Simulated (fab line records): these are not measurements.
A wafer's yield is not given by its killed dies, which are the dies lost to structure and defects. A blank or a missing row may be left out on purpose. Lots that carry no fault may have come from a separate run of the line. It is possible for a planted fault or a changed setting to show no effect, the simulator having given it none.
Split-lot trial ; flow sfq_line ; route with 325 steps; 5 lots, 23 wafers read

## THE SPLIT
At SFQ_TRILAYER_M2_LITHO_COAT_062 (resist thk 62 nm), the setting spin_rpm was moved away from the recipe's 3000 rpm on 11 of the 23 wafers read, by -6.2% to +6.8%. This setting was run at the recipe's value on the other wafers.

The reading is taken at the split's own step.

## THE READING
BARC_of_TRILAYER_M2_LITHO_COAT_062.thk_nm (the simulator's own value, which no gauge read), in nm, at SFQ_TRILAYER_M2_LITHO_COAT_062 (resist thk 62 nm). No usual value for it is given in the file. Average 61.97 nm, standard deviation 0.13 nm, over the 12 wafers here run with the recipe.

wafer;tool, chamber at the split;spin_rpm as run, rpm;against the recipe;BARC_of_TRILAYER_M2_LITHO_COAT_062.thk_nm, nm;against lot-mates on the recipe
L074.1;litho_track-01, 0;3000;recipe;61.84;-
L074.2;litho_track-01, 0;3203;+6.8%;59.66;-2.12
L074.3;litho_track-01, 0;3000;recipe;61.72;-
L074.4;litho_track-01, 0;3203;+6.8%;59.8;-1.98
L074.5;litho_track-01, 0;3203;+6.8%;59.88;-1.90
L077.1;litho_track-02, 0;2910;-3.0%;63.07;+1.12
L077.2;litho_track-02, 0;2910;-3.0%;62.78;+0.83
L077.3;litho_track-02, 0;3000;recipe;61.89;-
L077.4;litho_track-02, 0;3000;recipe;62.03;-
L077.5;litho_track-02, 0;3000;recipe;61.93;-
L078.2;litho_track-01, 0;3072;+2.4%;61.23;-0.88
L078.3;litho_track-01, 0;3072;+2.4%;61.18;-0.93
L078.4;litho_track-01, 0;3000;recipe;62.13;-
L078.5;litho_track-01, 0;3000;recipe;62.09;-
L078.6;litho_track-01, 0;3072;+2.4%;61.34;-0.77
L079.1;litho_track-02, 0;3000;recipe;61.84;-
L079.2;litho_track-02, 0;2815;-6.2%;64.03;+2.11
L079.6;litho_track-02, 0;2815;-6.2%;64.03;+2.11
L079.3;litho_track-02, 0;2815;-6.2%;64.1;+2.17
L079.5;litho_track-02, 0;3000;recipe;62.01;-
L081.1;litho_track-02, 0;3000;recipe;62.2;-
L081.4;litho_track-02, 0;3000;recipe;62.06;-
L081.6;litho_track-02, 0;3000;recipe;61.95;-

FIT RESULTS
A straight line over all 23 wafers: BARC_of_TRILAYER_M2_LITHO_COAT_062.thk_nm changes by -0.328 nm for each +1% of spin_rpm; r = -0.99; the points scatter about the line by 0.12 nm.
The same after taking each lot's own level away (the mean of its wafers on the recipe; 23 wafers): -0.321 nm for each +1%; r = -0.99; scatter 0.12 nm.
The reading moves by 2.2 nm for the largest change in spin_rpm, on that fit.
Measured against the standard deviation above, the lots' own levels, which go from 61.780 to 62.110 nm, span 2.5 times it.
Consequently the slope shifts little with the lot-to-lot level, the two slopes agreeing.
Check: -2.15 nm against its lot-mates is what the line predicts for one of the wafers moved furthest among these (+6.8%) when that wafer is left out of the fit. It came out at -2.12 nm against them.

## THESE WAFERS: OTHER SPLITS
Other splits were also applied to these wafers ahead of the reading. Each is held against what the fit with the lots' levels taken away leaves over:
other split on the same wafers;wafers away from the commonest value;r with BARC_of_TRILAYER_M2_LITHO_COAT_062.thk_nm (lot level and that fit taken away)
SFQ_TRILAYER_I1_VIA_BARC_OPEN_VIA_ETCH_071 bias_w;4;+0.12

## FILE'S OWN FIT
BARC_of_TRILAYER_M2_LITHO_COAT_062.thk_nm changes by -0.321 nm for each +1% of spin_rpm, r = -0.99.
